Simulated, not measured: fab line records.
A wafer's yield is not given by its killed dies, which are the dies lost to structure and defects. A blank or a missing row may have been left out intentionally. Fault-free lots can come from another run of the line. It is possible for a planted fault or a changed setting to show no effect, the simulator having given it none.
Which tool was responsible? || flow sky130 || 12 lots with 36 wafers sampled at 5 steps, on a route of 708 steps

WHAT THE GAUGES READ, wafer by wafer
SKY_NWELL_OVL_MEAS_23.
{"lot": "L940", "measured": "day 5 15:21", "on": "overlay-01", "NWELL_01_OVL (nm)": "-0.8 -1.4 -1.8"}
{"lot": "L941", "measured": "day 5 23:09", "on": "overlay-01", "NWELL_01_OVL (nm)": "0.0 -0.2 0.5"}
{"lot": "L943", "measured": "day 6 06:42", "on": "overlay-02", "NWELL_01_OVL (nm)": "1.1 -1.0 1.6"}
{"lot": "L945", "measured": "day 6 18:26", "on": "overlay-01", "NWELL_01_OVL (nm)": "-0.9 -1.3 -2.7"}
{"lot": "L947", "measured": "day 7 06:29", "on": "overlay-01", "NWELL_01_OVL (nm)": "-0.1 0.8 -0.6"}
{"lot": "L948", "measured": "day 7 09:46", "on": "overlay-02", "NWELL_01_OVL (nm)": "-1.0 -3.1 -3.0"}
{"lot": "L949", "measured": "day 7 19:50", "on": "overlay-02", "NWELL_01_OVL (nm)": "-2.9 -3.0 -4.2"}
{"lot": "L950", "measured": "day 8 04:11", "on": "overlay-01", "NWELL_01_OVL (nm)": "-2.0 -0.3 -2.2"}
{"lot": "L951", "measured": "day 8 09:15", "on": "overlay-02", "NWELL_01_OVL (nm)": "-2.0 -3.8 -2.8"}
{"lot": "L952", "measured": "day 8 12:29", "on": "overlay-02", "NWELL_01_OVL (nm)": "-1.1 -1.9 -2.2"}
{"lot": "L955", "measured": "day 9 11:11", "on": "overlay-02", "NWELL_01_OVL (nm)": "-2.8 -2.3 -2.8"}
{"lot": "L959", "measured": "day 10 05:44", "on": "overlay-01", "NWELL_01_OVL (nm)": "1.6 -0.7 0.6"}

SKY_VT_ADJUST_HVTR_TW_MEAS_11.
{"lot": "L940", "measured": "day 9 17:25", "on": "filmMetro-02", "VT_ADJUST_HVTR_TW": "208.2 208.5 208.5"}
{"lot": "L941", "measured": "day 10 02:31", "on": "filmMetro-01", "VT_ADJUST_HVTR_TW": "208.4 208.2 207.4"}
{"lot": "L943", "measured": "day 10 12:42", "on": "filmMetro-02", "VT_ADJUST_HVTR_TW": "209.1 207.9 209.1"}
{"lot": "L945", "measured": "day 11 02:19", "on": "filmMetro-01", "VT_ADJUST_HVTR_TW": "208.1 209.3 209.2"}
{"lot": "L947", "measured": "day 11 14:38", "on": "filmMetro-02", "VT_ADJUST_HVTR_TW": "210.2 210.4 208.4"}
{"lot": "L948", "measured": "day 11 19:17", "on": "filmMetro-01", "VT_ADJUST_HVTR_TW": "209.7 209.5 209.7"}
{"lot": "L949", "measured": "day 12 08:16", "on": "filmMetro-01", "VT_ADJUST_HVTR_TW": "208.6 208.1 208.2"}
{"lot": "L950", "measured": "day 12 18:56", "on": "filmMetro-01", "VT_ADJUST_HVTR_TW": "208.8 209.7 209.9"}
{"lot": "L951", "measured": "day 13 01:01", "on": "filmMetro-02", "VT_ADJUST_HVTR_TW": "208.7 208.2 207.9"}
{"lot": "L952", "measured": "day 13 06:07", "on": "filmMetro-01", "VT_ADJUST_HVTR_TW": "209.4 207.3 207.8"}
{"lot": "L955", "measured": "day 14 09:32", "on": "filmMetro-04", "VT_ADJUST_HVTR_TW": "199.1 198.9 199.8"}
{"lot": "L959", "measured": "day 15 07:29", "on": "filmMetro-01", "VT_ADJUST_HVTR_TW": "192.4 192.5 191.7"}

WHAT TOOL EACH LOT RAN ON (gives the tool, then ch and the chambers of the sampled wafers, and finally the start)
{"lot": "L940", "SKY_NWELL_STRIP_14": "plasmaAsher-02 ch 0,1, day 4 22:21", "SKY_VT_ADJUST_HVTR_IMPLANT_09": "implanter-01 ch 0, day 9 17:10", "SKY_VT_ADJUST_HVTR_STRIP_10": "plasmaAsher-02 ch 1, day 9 17:18"}
{"lot": "L941", "SKY_NWELL_STRIP_14": "plasmaAsher-02 ch 0,1, day 5 05:11", "SKY_VT_ADJUST_HVTR_IMPLANT_09": "implanter-01 ch 0, day 10 02:16", "SKY_VT_ADJUST_HVTR_STRIP_10": "plasmaAsher-02 ch 0,1, day 10 02:24"}
{"lot": "L943", "SKY_NWELL_STRIP_14": "plasmaAsher-01 ch 0,1, day 5 12:59", "SKY_VT_ADJUST_HVTR_IMPLANT_09": "implanter-01 ch 0, day 10 12:28", "SKY_VT_ADJUST_HVTR_STRIP_10": "plasmaAsher-04 ch 0,1, day 10 12:35"}
{"lot": "L945", "SKY_NWELL_STRIP_14": "plasmaAsher-01 ch 0,1, day 5 23:42", "SKY_VT_ADJUST_HVTR_IMPLANT_09": "implanter-03 ch 0, day 11 02:04", "SKY_VT_ADJUST_HVTR_STRIP_10": "plasmaAsher-01 ch 0,1, day 11 02:12"}
{"lot": "L947", "SKY_NWELL_STRIP_14": "plasmaAsher-04 ch 0,1, day 6 10:39", "SKY_VT_ADJUST_HVTR_IMPLANT_09": "implanter-04 ch 0, day 11 14:23", "SKY_VT_ADJUST_HVTR_STRIP_10": "plasmaAsher-02 ch 0,1, day 11 14:32"}
{"lot": "L948", "SKY_NWELL_STRIP_14": "plasmaAsher-01 ch 0,1, day 6 14:25", "SKY_VT_ADJUST_HVTR_IMPLANT_09": "implanter-04 ch 0, day 11 19:02", "SKY_VT_ADJUST_HVTR_STRIP_10": "plasmaAsher-01 ch 0,1, day 11 19:11"}
{"lot": "L949", "SKY_NWELL_STRIP_14": "plasmaAsher-02 ch 0,1, day 7 00:47", "SKY_VT_ADJUST_HVTR_IMPLANT_09": "implanter-01 ch 0, day 12 08:01", "SKY_VT_ADJUST_HVTR_STRIP_10": "plasmaAsher-02 ch 0,1, day 12 08:10"}
{"lot": "L950", "SKY_NWELL_STRIP_14": "plasmaAsher-04 ch 0,1, day 7 08:09", "SKY_VT_ADJUST_HVTR_IMPLANT_09": "implanter-03 ch 0, day 12 18:41", "SKY_VT_ADJUST_HVTR_STRIP_10": "plasmaAsher-02 ch 1, day 12 18:50"}
{"lot": "L951", "SKY_NWELL_STRIP_14": "plasmaAsher-01 ch 0,1, day 7 13:26", "SKY_VT_ADJUST_HVTR_IMPLANT_09": "implanter-04 ch 0, day 13 00:46", "SKY_VT_ADJUST_HVTR_STRIP_10": "plasmaAsher-04 ch 0,1, day 13 00:54"}
{"lot": "L952", "SKY_NWELL_STRIP_14": "plasmaAsher-01 ch 0,1, day 7 17:33", "SKY_VT_ADJUST_HVTR_IMPLANT_09": "implanter-01 ch 0, day 13 05:54", "SKY_VT_ADJUST_HVTR_STRIP_10": "plasmaAsher-01 ch 0,1, day 13 06:02"}
{"lot": "L955", "SKY_NWELL_STRIP_14": "plasmaAsher-02 ch 0,1, day 8 15:41", "SKY_VT_ADJUST_HVTR_IMPLANT_09": "implanter-01 ch 0, day 14 09:17", "SKY_VT_ADJUST_HVTR_STRIP_10": "plasmaAsher-04 ch 0,1, day 14 09:26"}
{"lot": "L959", "SKY_NWELL_STRIP_14": "plasmaAsher-01 ch 0,1, day 9 08:01", "SKY_VT_ADJUST_HVTR_IMPLANT_09": "implanter-01 ch 0, day 15 07:15", "SKY_VT_ADJUST_HVTR_STRIP_10": "plasmaAsher-01 ch 0,1, day 15 07:22"}
- SKY_NWELL_STRIP_14: strips in O2/N2.
- SKY_VT_ADJUST_HVTR_IMPLANT_09
- SKY_VT_ADJUST_HVTR_STRIP_10: strips in O2/N2.

WHAT THE TOOLS THEMSELVES READ (means of the sampled wafers that have a number; where no wafer has one, the mark that the record gives instead)
SKY_NWELL_STRIP_14.
{"lot": "L940", "tool": "plasmaAsher-02", "drypumpMotorCurrentA (A)": 5.6, "oesProductAu (a.u.)": 0.719, "stripTimeToEndpointS (s)": 37.11}
{"lot": "L941", "tool": "plasmaAsher-02", "drypumpMotorCurrentA (A)": 5.7, "oesProductAu (a.u.)": 0.721, "stripTimeToEndpointS (s)": 36.86}
{"lot": "L943", "tool": "plasmaAsher-01", "drypumpMotorCurrentA (A)": 5.7, "oesProductAu (a.u.)": 0.723, "stripTimeToEndpointS (s)": 37.06}
{"lot": "L945", "tool": "plasmaAsher-01", "drypumpMotorCurrentA (A)": 5.8, "oesProductAu (a.u.)": 0.724, "stripTimeToEndpointS (s)": 36.88}
{"lot": "L947", "tool": "plasmaAsher-04", "drypumpMotorCurrentA (A)": 5.1, "oesProductAu (a.u.)": 0.722, "stripTimeToEndpointS (s)": 37.02}
{"lot": "L948", "tool": "plasmaAsher-01", "drypumpMotorCurrentA (A)": 5.8, "oesProductAu (a.u.)": 0.723, "stripTimeToEndpointS (s)": 37.02}
{"lot": "L949", "tool": "plasmaAsher-02", "drypumpMotorCurrentA (A)": 5.7, "oesProductAu (a.u.)": 0.722, "stripTimeToEndpointS (s)": 36.94}
{"lot": "L950", "tool": "plasmaAsher-04", "drypumpMotorCurrentA (A)": 5.1, "oesProductAu (a.u.)": 0.724, "stripTimeToEndpointS (s)": 37.03}
{"lot": "L951", "tool": "plasmaAsher-01", "drypumpMotorCurrentA (A)": 5.6, "oesProductAu (a.u.)": 0.722, "stripTimeToEndpointS (s)": 37.00}
{"lot": "L952", "tool": "plasmaAsher-01", "drypumpMotorCurrentA (A)": 5.6, "oesProductAu (a.u.)": 0.722, "stripTimeToEndpointS (s)": 36.89}
{"lot": "L955", "tool": "plasmaAsher-02", "drypumpMotorCurrentA (A)": 5.6, "oesProductAu (a.u.)": 0.721, "stripTimeToEndpointS (s)": 37.21}
{"lot": "L959", "tool": "plasmaAsher-01", "drypumpMotorCurrentA (A)": 5.6, "oesProductAu (a.u.)": 0.722, "stripTimeToEndpointS (s)": 36.73}

SKY_VT_ADJUST_HVTR_IMPLANT_09.
{"lot": "L940", "tool": "implanter-01", "doseIonsCm2": 2.0996e+12, "faradayCurrentUA": 11.96}
{"lot": "L941", "tool": "implanter-01", "doseIonsCm2": 2.0976e+12, "faradayCurrentUA": 12.18}
{"lot": "L943", "tool": "implanter-01", "doseIonsCm2": 2.1035e+12, "faradayCurrentUA": 11.89}
{"lot": "L945", "tool": "implanter-03", "doseIonsCm2": 2.1029e+12, "faradayCurrentUA": 11.82}
{"lot": "L947", "tool": "implanter-04", "doseIonsCm2": 2.1011e+12, "faradayCurrentUA": 12.12}
{"lot": "L948", "tool": "implanter-04", "doseIonsCm2": 2.0981e+12, "faradayCurrentUA": 11.71}
{"lot": "L949", "tool": "implanter-01", "doseIonsCm2": 2.0990e+12, "faradayCurrentUA": 11.75}
{"lot": "L950", "tool": "implanter-03", "doseIonsCm2": 2.1008e+12, "faradayCurrentUA": 12.12}
{"lot": "L951", "tool": "implanter-04", "doseIonsCm2": 2.1012e+12, "faradayCurrentUA": 11.71}
{"lot": "L952", "tool": "implanter-01", "doseIonsCm2": 2.1030e+12, "faradayCurrentUA": 11.85}
{"lot": "L955", "tool": "implanter-01", "doseIonsCm2": 1.6008e+12, "faradayCurrentUA": 9.13}
{"lot": "L959", "tool": "implanter-01", "doseIonsCm2": 1.6053e+12, "faradayCurrentUA": 8.97}

SKY_VT_ADJUST_HVTR_STRIP_10.
{"lot": "L940", "tool": "plasmaAsher-02", "drypumpMotorCurrentA (A)": 5.64, "oesProductAu (a.u.)": 0.719, "stripTimeToEndpointS (s)": 14.15}
{"lot": "L941", "tool": "plasmaAsher-02", "drypumpMotorCurrentA (A)": 5.65, "oesProductAu (a.u.)": 0.714, "stripTimeToEndpointS (s)": 14.26}
{"lot": "L943", "tool": "plasmaAsher-04", "drypumpMotorCurrentA (A)": 5.07, "oesProductAu (a.u.)": 0.715, "stripTimeToEndpointS (s)": 14.18}
{"lot": "L945", "tool": "plasmaAsher-01", "drypumpMotorCurrentA (A)": 5.62, "oesProductAu (a.u.)": 0.714, "stripTimeToEndpointS (s)": 14.26}
{"lot": "L947", "tool": "plasmaAsher-02", "drypumpMotorCurrentA (A)": 5.64, "oesProductAu (a.u.)": 0.712, "stripTimeToEndpointS (s)": 14.24}
{"lot": "L948", "tool": "plasmaAsher-01", "drypumpMotorCurrentA (A)": 5.79, "oesProductAu (a.u.)": 0.719, "stripTimeToEndpointS (s)": 14.23}
{"lot": "L949", "tool": "plasmaAsher-02", "drypumpMotorCurrentA (A)": 5.65, "oesProductAu (a.u.)": 0.713, "stripTimeToEndpointS (s)": 14.06}
{"lot": "L950", "tool": "plasmaAsher-02", "drypumpMotorCurrentA (A)": 5.64, "oesProductAu (a.u.)": 0.716, "stripTimeToEndpointS (s)": 14.22}
{"lot": "L951", "tool": "plasmaAsher-04", "drypumpMotorCurrentA (A)": 5.07, "oesProductAu (a.u.)": 0.715, "stripTimeToEndpointS (s)": 14.20}
{"lot": "L952", "tool": "plasmaAsher-01", "drypumpMotorCurrentA (A)": 5.79, "oesProductAu (a.u.)": 0.714, "stripTimeToEndpointS (s)": 14.22}
{"lot": "L955", "tool": "plasmaAsher-04", "drypumpMotorCurrentA (A)": 5.28, "oesProductAu (a.u.)": 0.710, "stripTimeToEndpointS (s)": 14.14}
{"lot": "L959", "tool": "plasmaAsher-01", "drypumpMotorCurrentA (A)": 5.62, "oesProductAu (a.u.)": 0.718, "stripTimeToEndpointS (s)": 14.18}

THE ANSWER, worked out from the rows above alone
Rule: usual is defined by the lots themselves. The widest of any qualifying gaps counts: lots, ordered by their means at a reading, are off when they make up no more than a third of the lots, leave a main group of 4 or more, and stand apart from it by 3 or more times the standard deviation of that group's means. If all means in a main group match to the digits the tables above print for the reading, that group is not used. A lot without any number at a reading at which 4 lots or more have one is off too. All remaining lots with rows at the step are treated as sound. After the gauges, taken in route order, come the tools' own readings; for these a lot's mean is taken, as printed above. At the first step where some lot is off, the reading lying furthest off is the one used; lots without a number count as furthest.
Off: at SKY_VT_ADJUST_HVTR_TW_MEAS_11 (VT_ADJUST_HVTR_TW), L955, L959. The main group has a mean of 208.7 with a standard deviation of 0.6.
A tool fits if, at a process step before that reading, it ran every lot that is off, and no sound lot after the first of them. The gauges at SKY_VT_ADJUST_HVTR_TW_MEAS_11 aren't tried: what is off there is off at SKY_VT_ADJUST_HVTR_IMPLANT_09 too, on other tools, and a gauge's error can't cause that. One fits: SKY_VT_ADJUST_HVTR_IMPLANT_09 on implanter-01. Its last sound lot is L952 (day 13 05:54), its first lot that is off L955 (day 14 09:17): a fault that began between those two fits.
The tool's own readings at SKY_VT_ADJUST_HVTR_IMPLANT_09 bear it out: on the lots that are off they differ by more than 5 times the standard deviation of the sound lots' means. doseIonsCm2 reads 1.6030e+12 there against 2.1007e+12 on the sound lots; faradayCurrentUA reads 9.05 there against 11.91 on the sound lots.

WHAT THE SIMULATOR HAD PUT IN
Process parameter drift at SKY_VT_ADJUST_HVTR_IMPLANT_09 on implanter-01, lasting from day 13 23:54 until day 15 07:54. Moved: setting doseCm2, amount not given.
Lots struck among those shown: L955, L959. This agrees with what the rule above found.
